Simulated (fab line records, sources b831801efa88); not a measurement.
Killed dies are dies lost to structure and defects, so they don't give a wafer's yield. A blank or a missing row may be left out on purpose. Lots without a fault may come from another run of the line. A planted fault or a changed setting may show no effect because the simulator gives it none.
Chamber matching | flow gf180mcu | GF_CONTACT_CMP_04 on cmp-01: 4 sister chambers
The step polishes SiO2. 22 wafers are shown with their chamber, then 11 later ones without.

WAFERS WITH THEIR CHAMBER
wafer  | chamber | motor_current_A (A) | time_to_endpoint_s (s)
L074.2 | 1       | 12.3                | 115
L074.4 | 0       | 13.3                | 111
L074.6 | 0       | 12.6                | 110
L078.3 | 2       | 10.5                | 117
L078.4 | 3       | 13.7                | 130
L078.6 | 0       | 13.5                | 114
L081.1 | 1       | 12.5                | 116
L081.2 | 3       | 13.9                | 127
L081.3 | 2       | 10.6                | 127
L082.1 | 3       | 13.7                | 117
L082.4 | 1       | 12.6                | 107
L082.6 | 3       | 14.0                | 118
L086.1 | 0       | 12.9                | 100
L086.2 | 1       | 11.6                | 111
L086.4 | 3       | 13.8                | 118
L087.3 | 0       | 13.6                | 95
L087.4 | 1       | 12.0                | 113
L087.6 | 1       | 12.9                | 111
L089.2 | 0       | 13.4                | 103
L089.3 | 2       | 10.1                | 124
L089.5 | 2       | 9.7                 | 122
L091.2 | 2       | 10.4                | 112

SIGNATURES (means of the wafers above)
reading            | chamber 0 | chamber 1 | chamber 2 | chamber 3 | scatter within a chamber
motor_current_A    | 13.217    | 12.317    | 10.260    | 13.820    | 0.366
time_to_endpoint_s | 105.50    | 112.17    | 120.40    | 122.00    | 5.82
Rule: a wafer's distance from a chamber is the root of the sum, over the readings, of the square of ((its reading less the chamber's mean) divided by the reading's scatter). The wafer belongs to the nearest chamber; if the next one is less than 2 further off, it can't be placed. The scatter: the root of (the sum of the squares of (reading less its chamber's mean) over the shown wafers, divided by (wafers less chambers)).

WAFERS WITHOUT THEIR CHAMBER
wafer  | motor_current_A (A) | time_to_endpoint_s (s)
L091.4 | 12.5                | 114
L091.6 | 11.9                | 112
L092.1 | 13.9                | 115
L092.2 | 12.6                | 102
L092.4 | 10.2                | 114
L094.1 | 10.5                | 118
L094.3 | 12.0                | 113
L094.6 | 12.9                | 117
L096.3 | 13.7                | 118
L096.5 | 10.6                | 120
L096.6 | 13.3                | 125

WHICH CHAMBER EACH WENT THROUGH
wafer  | from the rows above          | in truth
L091.4 | can't be placed: 1 or 0      | 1
L091.6 | 1                            | 1
L092.1 | can't be placed: 3 or 0      | 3
L092.2 | can't be placed: 0 or 1      | 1
L092.4 | 2                            | 2
L094.1 | 2                            | 2
L094.3 | 1                            | 1
L094.6 | can't be placed: 1 or 0 or 3 | 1
L096.3 | can't be placed: 3 or 0      | 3
L096.5 | 2                            | 2
L096.6 | can't be placed: 3 or 0 or 1 | 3
Placed correctly: 5 of 11. Can't be placed from these rows: 6 (the true chamber is among the candidates in 6). Placed wrongly: 0.
